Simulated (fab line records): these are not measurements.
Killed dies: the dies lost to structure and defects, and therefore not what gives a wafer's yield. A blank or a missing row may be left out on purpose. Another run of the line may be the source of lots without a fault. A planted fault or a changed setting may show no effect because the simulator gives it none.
Split-lot study ; flow gf180mcu ; 27 wafers read across 5 lots, on a route 602 steps long

## ABOUT THE SPLIT
At GF_STI_WET_ETCH_17 (etches Si3N4 in H3PO4, target depth 45 nm, time 514 s), the setting timeS was moved away from the recipe's 514 s on 18 of the 27 wafers read, by -41.8% to +32.1%. For the rest of the wafers, this setting stayed at what the recipe calls for.

The split's own step is where the reading is taken.

## THE READING
Si3N4_of_STI_CVD_03.thkNm (the simulator's own value, which no gauge read), in nm, at GF_STI_WET_ETCH_17 (etches Si3N4 in H3PO4, target depth 45 nm, time 514 s). There is no usual value for it anywhere in the file. Average 160.4 nm, standard deviation 1.1 nm, over the 9 wafers here run with the recipe.

wafer;tool, chamber at the split;timeS as run, s;against the recipe;Si3N4_of_STI_CVD_03.thkNm, nm;against lot-mates on the recipe
L074.1;-, -;679.1;+32.1%;144.1;no lot-mate on the recipe
L074.2;-, -;679.1;+32.1%;143.5;no lot-mate on the recipe
L074.3;-, -;679.1;+32.1%;144.3;no lot-mate on the recipe
L074.4;-, -;679.1;+32.1%;144.2;no lot-mate on the recipe
L074.5;-, -;679.1;+32.1%;143.7;no lot-mate on the recipe
L074.6;-, -;679.1;+32.1%;144.5;no lot-mate on the recipe
L076.2;wetBench-04, 3;514;recipe;159.1;-
L076.6;wetBench-04, 3;514;recipe;159.1;-
L076.3;wetBench-04, 3;514;recipe;160.3;-
L077.1;-, -;514;recipe;160.3;-
L077.2;-, -;514;recipe;162.6;-
L077.3;-, -;514;recipe;160.8;-
L077.6;-, -;514;recipe;160.8;-
L077.4;-, -;514;recipe;161.1;-
L077.5;-, -;514;recipe;159.2;-
L078.1;-, -;299;-41.8%;180.4;no lot-mate on the recipe
L078.2;-, -;299;-41.8%;179.9;no lot-mate on the recipe
L078.3;-, -;299;-41.8%;180.3;no lot-mate on the recipe
L078.4;-, -;299;-41.8%;180.2;no lot-mate on the recipe
L078.5;-, -;299;-41.8%;179.7;no lot-mate on the recipe
L078.6;-, -;299;-41.8%;178.5;no lot-mate on the recipe
L084.1;-, -;301.9;-41.3%;180.2;no lot-mate on the recipe
L084.2;-, -;301.9;-41.3%;180.4;no lot-mate on the recipe
L084.3;-, -;301.9;-41.3%;178.8;no lot-mate on the recipe
L084.4;-, -;301.9;-41.3%;179.3;no lot-mate on the recipe
L084.5;-, -;301.9;-41.3%;179.9;no lot-mate on the recipe
L084.6;-, -;301.9;-41.3%;178.9;no lot-mate on the recipe

THE FIT
A straight line over all 27 wafers: Si3N4_of_STI_CVD_03.thkNm changes by -0.481 nm for each +1% of timeS; r = -1.00; the points scatter about the line by 0.88 nm.
Too few moved wafers have a lot-mate on the recipe to fit a line with each lot's own level taken away.

## FILE'S OWN FIT
Si3N4_of_STI_CVD_03.thkNm changes by -0.481 nm for each +1% of timeS, r = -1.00.
